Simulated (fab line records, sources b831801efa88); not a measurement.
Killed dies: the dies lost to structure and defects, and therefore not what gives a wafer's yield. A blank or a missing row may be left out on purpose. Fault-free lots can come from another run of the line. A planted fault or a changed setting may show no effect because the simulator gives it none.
A single fault, viewed from 2 desks / flow sfq line / every desk sees just its own numbers, and what lay behind them comes last

== METROLOGY DESK ==
Means of the sampled wafers that have a number, per lot and without regard to the tool the lot ran on: this is what the gauges read. Marked OUT: a lot whose mean sits more than 4 standard deviations from the usual mean, which makes it out of limits; the brackets give that distance.
Columns: A = M1_NB_RS at SFQ_M1_RS_MEAS_909, usual 0.895 ohm/sq; B = M1_OVL at SFQ_M1_OVL_MEAS_911, usual 0 nm
lot=L761; first seen here=day 19 03:40; A=0.910; B=-0
lot=L765; first seen here=day 20 19:40; A=0.901; B=-5
lot=L773; first seen here=day 23 21:58; A=0.893; B=-8
lot=L776; first seen here=day 25 18:20; A=0.882; B=-9
lot=L780; first seen here=day 26 23:00; A=0.907; B=3
lot=L782; first seen here=day 27 10:56; A=0.893; B=1
Result from this desk: across the 6 lots, nothing is out of limits.

== FOR THE TOOL OWNER'S DESK: rie metal-04 ==
The tool's own readings at SFQ_TRILAYER_M1_BARC_OPEN_METAL_ETCH_054 (etches BARC in O2, target depth 125 nm, time 41.7 s): means of the sampled wafers that have a number, for each lot that ran on this tool. Marked OUT: a lot whose mean sits more than 4 standard deviations from the usual mean, which makes it out of limits; the brackets give that distance.
Columns: A = drypump motor current A at SFQ_TRILAYER_M1_BARC_OPEN_METAL_ETCH_054, usual 5.8 A; B = oes product au at SFQ_TRILAYER_M1_BARC_OPEN_METAL_ETCH_054, usual 0.685 a.u.; C = rf fwd power W at SFQ_TRILAYER_M1_BARC_OPEN_METAL_ETCH_054, usual 592.6 W
lot=L765; first seen here=day 27 02:41; A=5.5; B=0.687; C=591.2
lot=L773; first seen here=day 29 13:25; A=5.6; B=0.683; C=524.4 (-25) OUT
lot=L776; first seen here=day 30 21:59; A=5.6; B=0.684; C=529.3 (-23) OUT
This desk's finding: out of limits on L773, L776; first on L773, day 29 13:25 (rf fwd power W at SFQ_TRILAYER_M1_BARC_OPEN_METAL_ETCH_054). L765: within limits.

== TAKEN TOGETHER ==
The tool owner's desk could have raised an alarm at day 29 13:25, on L773, L776.
Metrology desk: nothing out of limits seen.
The metrology desk holds a record of L773, L776, inside its limits.
On rie metal-04, each named lot ran SFQ_TRILAYER_M1_BARC_OPEN_METAL_ETCH_054.

== WHAT HAD BEEN PUT IN BY THE SIMULATOR ==
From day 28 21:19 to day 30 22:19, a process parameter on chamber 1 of rie metal-04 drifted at SFQ_TRILAYER_M1_BARC_OPEN_METAL_ETCH_054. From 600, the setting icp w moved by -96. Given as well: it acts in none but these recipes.
Shown lots that were struck: L773, L776.
Delay in hours, fault start to first out-of-limits reading, by desk: the tool owner's desk at 16.
